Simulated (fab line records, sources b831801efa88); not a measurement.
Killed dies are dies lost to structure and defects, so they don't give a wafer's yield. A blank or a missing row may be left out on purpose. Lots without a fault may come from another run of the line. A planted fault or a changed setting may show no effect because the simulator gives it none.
One fault seen from 2 desks | flow sky130 | each desk has only its own numbers; what lay behind them comes last

THE TOOL OWNER'S DESK: rie_si-01
The tool's own readings at SKY_POLY_GATE_ETCH_17 (etches poly-Si in HBr/Cl2, stops on SiO2, target depth 180 nm, time 70.5 s): means of the sampled wafers that have a number, for each lot that ran on this tool. A lot is out of limits, marked OUT, if its mean lies more than 4 standard deviations from the usual mean; the brackets give that distance.
Columns: A = drypump_motor_current_A at SKY_POLY_GATE_ETCH_17, usual 5.6 A; B = oes_product_au at SKY_POLY_GATE_ETCH_17, usual 0.989 a.u.; C = rf_fwd_power_W at SKY_POLY_GATE_ETCH_17, usual 396.0 W; D = run_length_s at SKY_POLY_GATE_ETCH_17, usual 98.9 s; E = throttle_valve_pct at SKY_POLY_GATE_ETCH_17, usual 33.684 %
lot  | first seen here | A   | B     | C     | D               | E
L726 | day 16 13:42    | 5.9 | 0.991 | 394.6 | 98.8            | 33.686
L728 | day 17 01:42    | 5.8 | 0.988 | 397.6 | 98.7            | 33.678
L732 | day 18 14:14    | 5.9 | 0.989 | 397.3 | 98.8            | 33.682
L733 | day 19 23:03    | 5.7 | 0.992 | 395.7 | 98.8            | 33.681
L739 | day 21 22:47    | 5.9 | 0.998 | 396.1 | 94.8 (-9.2) OUT | 33.675
L748 | day 24 15:26    | 5.8 | 0.986 | 397.4 | 98.6            | 33.680
This desk's finding: out of limits on L739; first on L739, day 21 22:47 (run_length_s at SKY_POLY_GATE_ETCH_17). In limits: L726, L728, L732, L733, L748.

THE METROLOGY DESK
What the gauges read, lot by lot, whatever tool the lot ran on: means of the sampled wafers that have a number. A lot is out of limits, marked OUT, if its mean lies more than 4 standard deviations from the usual mean; the brackets give that distance.
Columns: A = LDD_N_OVL at SKY_LDD_N_OVL_MEAS_07, usual -0.9 nm
lot  | first seen here | A
L726 | day 18 00:52    | -0.6
L727 | day 18 01:34    | -0.9
L728 | day 18 14:38    | 1.2
L729 | day 19 12:31    | -0.0
L730 | day 19 23:01    | -1.4
L732 | day 19 23:20    | -2.6
L733 | day 21 07:59    | -3.4
L736 | day 22 01:43    | -1.1
L737 | day 22 12:13    | -1.2
L739 | day 23 06:34    | -1.6
L745 | day 25 00:29    | -0.9
L748 | day 25 23:01    | -1.5
L749 | day 26 02:38    | -1.2
This desk's finding: nothing out of limits on any of the 13 lots.

PUT TOGETHER
The tool owner's desk could have raised an alarm at day 21 22:47, on L739.
The metrology desk saw nothing out of limits.
The metrology desk has L739 on record, within its limits.
Of the lots named, all ran SKY_POLY_GATE_ETCH_17 on rie_si-01.

WHAT THE SIMULATOR HAD PUT IN
Process parameter drift: rie_si-01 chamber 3, from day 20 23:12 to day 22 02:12, at SKY_POLY_GATE_ETCH_17. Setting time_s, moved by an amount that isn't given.
Lots struck among those shown: L739.
Hours from the fault's start to each desk's first reading out of limits: the tool owner's desk, 24.
